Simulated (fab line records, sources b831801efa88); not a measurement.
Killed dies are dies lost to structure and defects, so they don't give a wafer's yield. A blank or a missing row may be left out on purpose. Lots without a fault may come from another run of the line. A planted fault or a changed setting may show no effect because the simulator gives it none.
fab line records | flow gf180mcu
record lots=24 wafers=72 last_day=34
route steps=602 shown V3@431 M4@462 V4@493 V5@545 TOP_METAL@570
lots that met no fault: from a run of the same line without faults
start_h: hours from the record's first day to the start of the lot's first wafer shown | wait_h: hours since the lot's step before | " the same as in the row above | L1.1+2: a row that stands for several wafers | - no value, or no start given | * or withheld: withheld | < > ~ a bound
route shown NAME@n: a module of which the file shows steps, and the number in the route of the first | usual: mean/standard deviation of fault-free wafers | same: alike in all rows | chamber/n: place in a boat | sites: the reading at each site | _std_site: their standard deviation | _edge_site: outer sites' mean less inner sites' | radius_mm: how far each site lies from the wafer's centre | mask NAME#n: copy n | behind: the tool/chamber that last shaped the wafer | hold: why the lot was held/for how many hours/how that ended | device: the transistor (n, p or np) that didn't switch | end of line: the same wafers' tests at the end of the route | a step without rows: its recipe alone | killed: dies lost to structure and defects at the first sort, not the wafer's yield | map: a wafer's dies, x killed, . not, _ none there
set.NAME: the setting as run; set.NAME@STEP: as run at that earlier step | model.NAME: the simulator's own value behind a step, which no gauge read
steps of the route over a sample of lots; a table a step, a row a wafer
services: from which hour (start_h, from the record's first day; less than 0 if before it) a tool's chamber was out of use, for how many hours, and why
## steps
# step GF_V3_CVD_02
# recipe material=SiO2 target_thk_nm=850 precursor=TEOS temp_c=400 time_s=94.851 rf_w=600
# usual heater_power_w=627/94
# columns lot.wafer tool chamber start_h wait_h heater_power_w
L074.2 pecvd-04 0 487.27 0.0 639
L074.3 " 2 " " 656
L074.6 " 1 " " 807
L075.1 pecvd-01 1 494.54 0.1 469
L075.2 " 2 " " 693
L075.3 " 0 " " 668
L076.2 pecvd-01 0 508.76 0.0 632
L076.3 " 1 " " 549
L076.6 " 1 " " 571
L077.4 pecvd-01 2 516.12 0.1 625
L077.5 " 0 " " 627
L077.6 " 1 " " 528
L078.1 pecvd-03 0 523.59 0.1 481
L078.2 " 1 " " 718
L078.5 " 2 " " 692
L079.1 pecvd-01 1 541.05 0.1 551
L079.3 " 2 " " 683
L079.5 " 2 " " 545
L080.2 pecvd-04 1 547.94 0.0 674
L080.4 " 1 " " 758
L080.5 " 0 " " 522
L081.1 pecvd-01 2 551.23 0.1 694
L081.2 " 1 " " 522
L081.6 " 0 " " 630
L082.2 pecvd-01 0 562.17 0.0 638
L082.4 " 0 " " 672
L082.6 " 1 " " 447
L083.3 pecvd-04 0 565.89 0.0 605
L083.4 " 0 " " 649
L083.6 " 1 " " 858
L084.2 pecvd-01 2 576.63 0.0 641
L084.4 " 2 " " 684
L084.6 " 1 " " 570
L085.1 pecvd-04 1 582.37 0.1 761
L085.3 " 0 " " 529
L085.6 " 2 " " 664
L086.1 pecvd-03 0 587.49 0.1 492
L086.4 " 0 " " 516
L086.5 " 0 " " 420
L087.2 pecvd-03 0 604.64 0.0 456
L087.4 " 2 " " 653
L087.6 " 1 " " 744
L088.2 pecvd-01 0 607.74 0.0 606
L088.4 " 1 " " 564
L088.5 " 2 " " 620
L089.1 pecvd-03 0 614.54 0.1 526
L089.2 " 2 " " 670
L089.5 " 2 " " 691
L090.3 pecvd-04 0 618.95 0.0 629
L090.5 " 2 " " 658
L090.6 " 0 " " 670
L091.1 pecvd-01 1 629.25 0.1 548
L091.2 " 2 " " 651
L091.3 " 0 " " 657
L092.1 pecvd-04 0 642.03 0.1 603
L092.3 " 1 " " 842
L092.5 " 1 " " 697
L093.1 pecvd-03 1 649.18 0.1 767
L093.3 " 2 " " 640
L093.5 " 2 " " 666
L094.2 pecvd-01 0 654.78 0.0 636
L094.4 " 0 " " 657
L094.5 " 2 " " 687
L095.2 pecvd-03 1 657.77 0.0 722
L095.3 " 2 " " 648
L095.5 " 0 " " 536
L097.1 pecvd-01 1 672.31 0.1 486
L097.3 " 0 " " 647
L097.4 " 2 " " 653
L096.1 pecvd-01 2 673.93 0.1 654
L096.3 " 0 " " 652
L096.5 " 0 " " 518
# step GF_M4_THK_MEAS_06
# recipe thk_meas_gauge=xrf reads=AlCu_of_M4_SPUTTER_02
# usual M4_ALCU_THK=448/6.5
# columns lot.wafer tool chamber start_h wait_h M4_ALCU_THK[nm]
L074.2 film_metro-03 - 513.98 0.1 452
L074.3 " - " " 453
L074.6 " - " " 458
L075.1 film_metro-01 - 520.03 0.1 451
L075.2 " - " " 449
L075.3 " - " " 455
L076.2 film_metro-01 - 533.82 0.1 454
L076.3 " - " " 456
L076.6 " - " " 458
L077.4 film_metro-03 - 541.12 0.1 453
L077.5 " - " " 450
L077.6 " - " " 450
L078.1 film_metro-03 - 548.70 0.1 456
L078.2 " - " " 457
L078.5 " - " " 456
L079.1 film_metro-03 - 566.50 0.1 448
L079.3 " - " " 435
L079.5 " - " " 440
L080.2 film_metro-01 - 573.21 0.1 447
L080.4 " - " " 446
L080.5 " - " " 445
L081.1 film_metro-03 - 575.12 0.1 445
L081.2 " - " " 449
L081.6 " - " " 450
L082.2 film_metro-03 - 585.76 0.1 450
L082.4 " - " " 442
L082.6 " - " " 445
L083.3 film_metro-03 - 589.79 0.1 445
L083.4 " - " " 440
L083.6 " - " " 445
L084.2 film_metro-04 - 600.49 0.1 440
L084.4 " - " " 441
L084.6 " - " " 444
L085.1 film_metro-04 - 605.19 0.1 455
L085.3 " - " " 452
L085.6 " - " " 459
L086.1 film_metro-04 - 610.54 0.1 447
L086.4 " - " " 446
L086.5 " - " " 444
L087.2 film_metro-03 - 627.85 0.1 442
L087.4 " - " " 445
L087.6 " - " " 430
L088.2 film_metro-01 - 630.97 0.1 442
L088.4 " - " " 451
L088.5 " - " " 444
L089.1 film_metro-04 - 637.15 0.1 440
L089.2 " - " " 440
L089.5 " - " " 443
L090.3 film_metro-03 - 641.52 0.1 440
L090.5 " - " " 437
L090.6 " - " " 441
L091.1 film_metro-03 - 652.09 0.1 448
L091.2 " - " " 449
L091.3 " - " " 444
L092.1 film_metro-03 - 663.79 0.1 455
L092.3 " - " " 455
L092.5 " - " " 448
L093.1 film_metro-03 - 671.15 0.1 450
L093.3 " - " " 452
L093.5 " - " " 446
L094.2 film_metro-04 - 676.72 0.1 454
L094.4 " - " " 455
L094.5 " - " " 456
L095.2 film_metro-04 - 680.13 0.1 438
L095.3 " - " " 446
L095.5 " - " " 452
L097.1 film_metro-04 - 692.92 0.1 443
L097.3 " - " " 444
L097.4 " - " " 431
L096.1 film_metro-03 - 695.56 0.1 449
L096.3 " - " " 460
L096.5 " - " " 447
# step GF_V4_ETCH_17
# recipe chemistry=C4F8/O2/Ar mask_material=KrF target=SiO2 stop_on=TiN source_w=1500 bias_w=1200 pressure_mtorr=40 c4f8_flow_sccm=withheld O2_flow_sccm=6 Ar_flow_sccm=300 time_s=withheld target_depth_a=6300
# usual bias_w=1200/3.4 chamber_pressure_mTorr=40.00/0.037 oes_product_au=0.855/0.0042
# columns lot.wafer tool chamber start_h wait_h bias_w chamber_pressure_mTorr oes_product_au
L074.2 rie_diel-04 0 - - 1199 40.06 0.855
L074.3 " 2 " " 1201 39.96 0.861
L074.6 " 0 " " 1193 40.00 0.850
L075.1 rie_diel-03 1 - - 1201 39.98 0.853
L075.2 " 0 " " 1195 40.00 0.851
L075.3 " 2 " " 1207 40.06 0.858
L076.2 rie_diel-04 3 - - 1201 39.96 0.855
L076.3 " 0 " " 1199 40.03 0.863
L076.6 " 2 " " 1197 39.99 0.860
L077.4 rie_diel-04 2 - - 1199 40.01 0.854
L077.5 " 2 " " 1202 39.94 0.856
L077.6 " 1 " " 1202 39.97 0.857
L078.1 rie_diel-03 2 - - 1194 39.99 0.859
L078.2 " 1 " " 1199 40.00 0.857
L078.5 " 1 " " 1198 39.97 0.854
L079.1 rie_diel-04 0 - - 1205 40.00 0.850
L079.3 " 2 " " 1199 40.03 0.853
L079.5 " 3 " " 1197 40.01 0.857
L080.2 rie_diel-02 1 - - 1201 40.02 0.857
L080.4 " 0 " " 1198 40.01 0.854
L080.5 " 3 " " 1201 40.03 0.856
L081.1 rie_diel-03 2 - - 1198 40.09 0.857
L081.2 " 3 " " 1201 40.01 0.852
L081.6 " 3 " " 1201 40.01 0.855
L082.2 rie_diel-04 1 - - 1202 39.99 0.859
L082.4 " 0 " " 1197 40.01 0.845
L082.6 " 0 " " 1199 40.07 0.853
L083.3 rie_diel-04 3 - - 1203 39.97 0.861
L083.4 " 0 " " 1201 40.00 0.855
L083.6 " 1 " " 1204 39.98 0.851
L084.2 rie_diel-03 2 - - 1201 40.03 0.847
L084.4 " 3 " " 1201 39.96 0.859
L084.6 " 0 " " 1195 40.00 0.854
L085.1 rie_diel-03 2 - - 1198 39.98 0.855
L085.3 " 1 " " 1201 39.99 0.857
L085.6 " 1 " " 1200 39.97 0.855
L086.1 rie_diel-02 0 - - 1202 40.00 0.853
L086.4 " 1 " " 1196 39.99 0.853
L086.5 " 2 " " 1205 39.99 0.858
L087.2 rie_diel-02 3 - - 1202 40.00 0.849
L087.4 " 2 " " 1200 39.96 0.855
L087.6 " 0 " " 1200 40.03 0.861
L088.2 rie_diel-02 3 - - 1200 40.07 0.852
L088.4 " 0 " " 1201 40.02 0.850
L088.5 " 3 " " 1204 39.96 0.860
L089.1 rie_diel-03 3 - - 1200 39.97 0.858
L089.2 " 0 " " 1199 39.97 0.855
L089.5 " 0 " " 1200 39.95 0.855
L090.3 rie_diel-04 3 - - 1204 40.05 0.859
L090.5 " 1 " " 1209 40.00 0.843
L090.6 " 2 " " 1199 39.98 0.853
L091.1 rie_diel-02 3 - - 1201 40.00 0.863
L091.2 " 2 " " 1200 40.02 0.855
L091.3 " 1 " " 1200 40.04 0.846
L092.1 rie_diel-02 2 - - 1193 40.02 0.856
L092.3 " 3 " " 1201 39.92 0.855
L092.5 " 1 " " 1203 40.00 0.857
L093.1 rie_diel-03 1 - - 1198 39.96 0.850
L093.3 " 2 " " 1208 39.98 0.862
L093.5 " 1 " " 1200 40.09 0.854
L094.2 rie_diel-03 3 - - 1201 40.09 0.851
L094.4 " 2 " " 1195 40.00 0.862
L094.5 " 2 " " 1198 40.02 0.859
L095.2 rie_diel-02 2 - - 1204 39.93 0.850
L095.3 " 0 " " 1194 39.95 0.856
L095.5 " 3 " " 1198 40.03 0.864
L097.1 rie_diel-04 3 - - 1201 39.98 0.861
L097.3 " 2 " " 1202 39.94 0.855
L097.4 " 1 " " 1193 39.94 0.847
L096.1 rie_diel-03 3 - - 1198 40.02 0.852
L096.3 " 0 " " 1194 40.05 0.853
L096.5 " 1 " " 1202 40.00 0.864
# step GF_V5_BOW_MEAS_05
# recipe mode=bow
# usual V5_BOW=136/9.7
# columns lot.wafer tool chamber start_h wait_h V5_BOW[um]
L074.2 film_metro-01 - 606.82 0.2 141
L074.3 " - " " 142
L074.6 " - " " 138
L075.1 film_metro-03 - 612.80 0.2 130
L075.2 " - " " 135
L075.3 " - " " 132
L076.2 film_metro-03 - 624.93 0.1 128
L076.3 " - " " 117
L076.6 " - " " 129
L077.4 film_metro-03 - 631.96 0.3 144
L077.5 " - " " 147
L077.6 " - " " 149
L078.1 film_metro-01 - 638.38 0.2 141
L078.2 " - " " 138
L078.5 " - " " 140
L079.1 film_metro-03 - 655.14 0.1 132
L079.3 " - " " 138
L079.5 " - " " 135
L080.2 film_metro-01 - 660.10 0.3 155
L080.4 " - " " 157
L080.5 " - " " 153
L081.1 film_metro-03 - 661.78 0.1 134
L081.2 " - " " 135
L081.6 " - " " 141
L082.2 film_metro-01 - 672.31 0.2 142
L082.4 " - " " 118
L082.6 " - " " 134
L083.3 film_metro-03 - 676.10 0.1 143
L083.4 " - " " 142
L083.6 " - " " 141
L084.2 film_metro-03 - 684.99 0.1 113
L084.4 " - " " 123
L084.6 " - " " 126
L085.1 film_metro-03 - 688.91 0.2 117
L085.3 " - " " 120
L085.6 " - " " 133
L086.1 film_metro-02 - 694.26 0.1 145
L086.4 " - " " 152
L086.5 " - " " 141
L087.2 film_metro-01 - 710.50 0.1 128
L087.4 " - " " 133
L087.6 " - " " 135
L088.2 film_metro-02 - 712.21 0.2 158
L088.4 " - " " 152
L088.5 " - " " 157
L089.1 film_metro-03 - 717.39 0.1 134
L089.2 " - " " 126
L089.5 " - " " 140
L090.3 film_metro-03 - 720.58 0.2 134
L090.5 " - " " 132
L090.6 " - " " 126
L091.1 film_metro-02 - 731.82 0.3 134
L091.2 " - " " 129
L091.3 " - " " 131
L092.1 film_metro-03 - 741.26 0.1 138
L092.3 " - " " 143
L092.5 " - " " 134
L093.1 film_metro-01 - 747.20 0.2 136
L093.3 " - " " 145
L093.5 " - " " 135
L094.2 film_metro-01 - 753.68 0.1 129
L094.4 " - " " 124
L094.5 " - " " 123
L095.2 film_metro-01 - 755.90 0.3 136
L095.3 " - " " 122
L095.5 " - " " 132
L097.1 film_metro-03 - 767.97 0.2 130
L097.3 " - " " 143
L097.4 " - " " 142
L096.1 film_metro-03 - 769.32 0.2 132
L096.3 " - " " 139
L096.5 " - " " 122
# step GF_V5_CVD_23
# recipe material=W target_thk_nm=350 time_s=104.9 temp_c=400 pressure_torr=40
# usual heater_power_w=830/59
# columns lot.wafer tool chamber start_h wait_h heater_power_w
L074.2 cvd_w-02 1 628.57 0.0 902
L074.3 " 1 " " 893
L074.6 " 0 " " 846
L075.1 cvd_w-02 0 634.43 0.0 831
L075.2 " 1 " " 885
L075.3 " 0 " " 841
L076.2 cvd_w-01 1 646.01 0.1 776
L076.3 " 1 " " 776
L076.6 " 1 " " 788
L077.4 cvd_w-01 0 652.81 0.1 759
L077.5 " 0 " " 765
L077.6 " 1 " " 799
L078.1 cvd_w-01 0 659.19 0.0 757
L078.2 " 1 " " 805
L078.5 " 1 " " 798
L079.1 cvd_w-01 1 675.82 0.0 807
L079.3 " 0 " " 734
L079.5 " 1 " " 789
L080.2 cvd_w-02 1 680.17 0.0 936
L080.4 " 1 " " 892
L080.5 " 1 " " 904
L081.1 cvd_w-01 1 682.27 0.0 801
L081.2 " 0 " " 740
L081.6 " 0 " " 754
L082.2 cvd_w-02 0 691.72 0.1 849
L082.4 " 0 " " 835
L082.6 " 1 " " 934
L083.3 cvd_w-02 0 696.26 0.1 860
L083.4 " 1 " " 904
L083.6 " 1 " " 913
L084.2 cvd_w-02 1 704.74 0.0 921
L084.4 " 1 " " 905
L084.6 " 0 " " 842
L085.1 cvd_w-01 1 708.73 0.0 793
L085.3 " 1 " " 783
L085.6 " 1 " " 792
L086.1 cvd_w-01 0 713.84 0.0 764
L086.4 " 1 " " 795
L086.5 " 1 " " 784
L087.2 cvd_w-02 0 729.86 0.0 838
L087.4 " 1 " " 913
L087.6 " 0 " " 835
L088.2 cvd_w-01 0 731.52 0.0 742
L088.4 " 0 " " 759
L088.5 " 1 " " 798
L089.1 cvd_w-02 0 735.74 0.0 851
L089.2 " 1 " " 909
L089.5 " 0 " " 840
L090.3 cvd_w-02 1 739.32 0.1 893
L090.5 " 1 " " 894
L090.6 " 0 " " 827
L091.1 cvd_w-01 0 749.73 0.0 774
L091.2 " 1 " " 790
L091.3 " 0 " " 749
L092.1 cvd_w-01 0 758.21 0.0 738
L092.3 " 0 " " 760
L092.5 " 0 " " 732
L093.1 cvd_w-02 0 763.63 0.0 860
L093.3 " 1 " " 918
L093.5 " 0 " " 847
L094.2 cvd_w-02 0 770.75 0.0 836
L094.4 " 0 " " 839
L094.5 " 0 " " 828
L095.2 cvd_w-02 1 774.14 0.0 909
L095.3 " 1 " " 888
L095.5 " 1 " " 930
L097.1 cvd_w-02 1 784.61 0.0 903
L097.3 " 0 " " 853
L097.4 " 1 " " 931
L096.1 cvd_w-01 0 786.33 0.0 735
L096.3 " 0 " " 734
L096.5 " 0 " " 749
# step GF_TOP_METAL_SPUTTER_03
# recipe material=Ti target_thk_nm=5 substrate_temp_c=300 chamber_pressure_pa=0.3 power_w=3000 time_s=3.3
# usual cathode_dc_power_W=2999.9/0.54 throttle_valve_pct=30.4/0.92
# columns lot.wafer tool chamber start_h wait_h cathode_dc_power_W throttle_valve_pct
L074.2 pvd_sputter-03 - 629.33 0.0 3000.7 29.1
L074.3 " - " " 3000.3 30.8
L074.6 " - " " 3000.7 30.1
L075.1 pvd_sputter-02 - 635.19 0.0 2999.4 30.9
L075.2 " - " " 2998.7 29.9
L075.3 " - " " 3001.1 32.7
L076.2 pvd_sputter-02 - 646.85 0.0 2999.9 32.4
L076.3 " - " " 3000.9 30.0
L076.6 " - " " 3001.3 30.1
L077.4 pvd_sputter-03 - 653.55 0.0 2998.5 29.5
L077.5 " - " " 3000.6 30.1
L077.6 " - " " 2999.9 28.8
L078.1 pvd_sputter-01 - 659.95 0.0 3000.3 30.6
L078.2 " - " " 2999.5 31.1
L078.5 " - " " 2999.8 29.6
L079.1 pvd_sputter-03 - 676.59 0.0 2999.5 31.0
L079.3 " - " " 3000.6 30.2
L079.5 " - " " 2999.1 30.3
L080.2 pvd_sputter-01 - 680.93 0.0 3000.5 30.6
L080.4 " - " " 3000.1 31.0
L080.5 " - " " 2998.6 30.5
L081.1 pvd_sputter-01 - 683.04 0.0 3000.4 30.6
L081.2 " - " " 3000.1 30.4
L081.6 " - " " 3000.4 30.7
L082.2 pvd_sputter-03 - 692.60 0.0 3000.1 29.4
L082.4 " - " " 3000.0 30.9
L082.6 " - " " 3001.1 29.4
L083.3 pvd_sputter-03 - 696.99 0.0 2999.6 30.7
L083.4 " - " " 2999.6 28.7
L083.6 " - " " 3000.1 29.5
L084.2 pvd_sputter-01 - 705.50 0.0 3000.6 30.3
L084.4 " - " " 3000.0 30.6
L084.6 " - " " 2999.7 29.5
L085.1 pvd_sputter-03 - 709.49 0.0 2999.0 30.4
L085.3 " - " " 2999.9 30.8
L085.6 " - " " 3000.0 31.0
L086.1 pvd_sputter-03 - 714.60 0.0 2999.4 29.5
L086.4 " - " " 2999.4 30.5
L086.5 " - " " 3000.0 30.8
L087.2 pvd_sputter-01 - 730.63 0.0 2999.2 30.9
L087.4 " - " " 2999.4 30.8
L087.6 " - " " 3000.7 31.2
L088.2 pvd_sputter-01 - 732.29 0.0 2999.5 31.2
L088.4 " - " " 3000.3 30.6
L088.5 " - " " 3000.4 29.9
L089.1 pvd_sputter-02 - 736.51 0.0 3000.2 29.8
L089.2 " - " " 3000.5 29.7
L089.5 " - " " 3000.2 30.4
L090.3 pvd_sputter-02 - 740.05 0.0 2999.8 29.8
L090.5 " - " " 2999.2 30.7
L090.6 " - " " 3000.2 29.9
L091.1 pvd_sputter-02 - 750.50 0.0 3000.2 32.4
L091.2 " - " " 2999.1 30.4
L091.3 " - " " 2999.2 30.0
L092.1 pvd_sputter-01 - 758.98 0.0 3000.2 30.5
L092.3 " - " " 2999.5 31.1
L092.5 " - " " 2999.6 30.8
L093.1 pvd_sputter-02 - 764.40 0.0 2999.3 32.5
L093.3 " - " " 2999.6 29.9
L093.5 " - " " 2999.1 32.4
L094.2 pvd_sputter-01 - 771.52 0.0 3000.4 31.0
L094.4 " - " " 2999.9 29.8
L094.5 " - " " 2999.9 30.7
L095.2 pvd_sputter-03 - 774.91 0.0 2999.6 31.0
L095.3 " - " " 3000.2 29.0
L095.5 " - " " 2998.9 30.9
L097.1 pvd_sputter-02 - 785.37 0.0 2999.9 30.0
L097.3 " - " " 3000.1 30.6
L097.4 " - " " 2999.4 32.5
L096.1 pvd_sputter-02 - 787.48 0.0 3000.2 29.6
L096.3 " - " " 2999.8 30.8
L096.5 " - " " 3000.2 30.7
## services
# columns tool chamber start_h hours kind
cvd_w-02 1 467.33 4.5 repair
rie_diel-03 1 521.16 4.3 repair
pvd_sputter-01 - 530.86 3.7 repair
rie_diel-03 3 542.03 3.7 repair
pecvd-01 - 549.24 0.8 repair
cvd_w-01 - 564.69 1.2 repair
cvd_w-01 - 572.16 14.6 pm
pecvd-01 - 591.12 14.0 pm
pvd_sputter-02 - 592.74 2.0 repair
rie_diel-03 - 593.41 0.2 repair
pvd_sputter-03 - 634.51 2.5 repair
cvd_w-01 0 635.22 12.0 repair
cvd_w-02 1 643.89 11.4 repair
cvd_w-01 - 652.14 0.6 repair
cvd_w-02 - 665.90 2.1 repair
rie_diel-03 1 673.01 22.7 repair
cvd_w-02 - 681.94 0.7 repair
cvd_w-01 - 690.55 6.0 pm
cvd_w-01 - 715.59 1.6 repair
cvd_w-01 - 719.83 6.9 pm
cvd_w-02 - 726.73 2.8 pm
rie_diel-03 - 735.56 0.5 repair
rie_diel-03 1 774.32 12.3 repair
rie_diel-03 - 780.12 15.6 pm
## key
fault none
